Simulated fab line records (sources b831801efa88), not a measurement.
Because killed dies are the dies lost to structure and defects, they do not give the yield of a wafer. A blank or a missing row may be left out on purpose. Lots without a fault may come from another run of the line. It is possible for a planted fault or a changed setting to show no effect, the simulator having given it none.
Chamber matching + flow sky130 + cmp-02 running SKY_FIELD_ISO_CMP_27: 4 sister chambers
The step polishes, stops on Si3N4, t overpolish 16 s, target thk 457.8 nm. 16 wafers are shown with their chamber, then 8 later ones without.

## WAFERS, EACH WITH ITS CHAMBER
| wafer  | chamber | motor_current_A (A) | platen_rpm (rpm) |
|--------|---------|---------------------|------------------|
| L186.2 | 0       | 11.3                | 60.01            |
| L186.3 | 3       | 12.9                | 59.97            |
| L186.4 | 2       | 10.9                | 60.01            |
| L187.1 | 0       | 10.8                | 60.05            |
| L187.5 | 1       | 13.0                | 60.05            |
| L187.6 | 0       | 11.1                | 60.00            |
| L190.2 | 2       | 11.0                | 60.01            |
| L190.3 | 0       | 10.5                | 60.10            |
| L190.6 | 0       | 10.8                | 60.07            |
| L196.2 | 2       | 11.3                | 60.01            |
| L196.3 | 3       | 12.7                | 60.00            |
| L196.5 | 2       | 11.8                | 60.04            |
| L202.1 | 1       | 13.1                | 59.99            |
| L202.2 | 0       | 11.0                | 59.99            |
| L202.6 | 3       | 12.5                | 60.04            |
| L203.2 | 2       | 11.4                | 60.07            |

SIGNATURES (averages over the wafers above)
| reading         | chamber 0 | chamber 1 | chamber 2 | chamber 3 | scatter within a chamber |
|-----------------|-----------|-----------|-----------|-----------|--------------------------|
| motor_current_A | 10.917    | 13.050    | 11.280    | 12.700    | 0.286                    |
| platen_rpm      | 60.0367   | 60.0200   | 60.0280   | 60.0033   | 0.0373                   |
Rule: for each reading, subtract the chamber's mean from the wafer's reading, divide by that reading's scatter and square the result; add these up over the readings and take the root, which gives the wafer's distance from the chamber. If the next closest chamber is less than 2 further off than the closest, the wafer can't be placed; otherwise it belongs to the closest. The scatter is the square root of a quotient: the sum, over the shown wafers, of each reading's squared deviation from its chamber's mean, divided by wafers minus chambers.

## WAFERS WITHOUT THEIR CHAMBER
| wafer  | motor_current_A (A) | platen_rpm (rpm) |
|--------|---------------------|------------------|
| L203.3 | 11.5                | 59.95            |
| L203.6 | 11.0                | 59.96            |
| L205.1 | 10.9                | 60.03            |
| L205.3 | 12.3                | 59.99            |
| L205.6 | 11.5                | 59.99            |
| L209.2 | 13.0                | 60.04            |
| L209.3 | 11.4                | 60.01            |
| L209.5 | 10.7                | 59.94            |

## WHICH CHAMBER EACH ONE RAN IN
| wafer  | from the rows above     | in truth |
|--------|-------------------------|----------|
| L203.3 | can't be placed: 2 or 0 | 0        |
| L203.6 | can't be placed: 2 or 0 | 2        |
| L205.1 | can't be placed: 0 or 2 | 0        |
| L205.3 | can't be placed: 3 or 1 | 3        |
| L205.6 | can't be placed: 2 or 0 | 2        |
| L209.2 | can't be placed: 1 or 3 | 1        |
| L209.3 | can't be placed: 2 or 0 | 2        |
| L209.5 | can't be placed: 0 or 2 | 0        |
0 of 8 placed correctly. These rows do not allow placing 8 (true chamber among the candidates in 8). Number placed wrongly: 0.
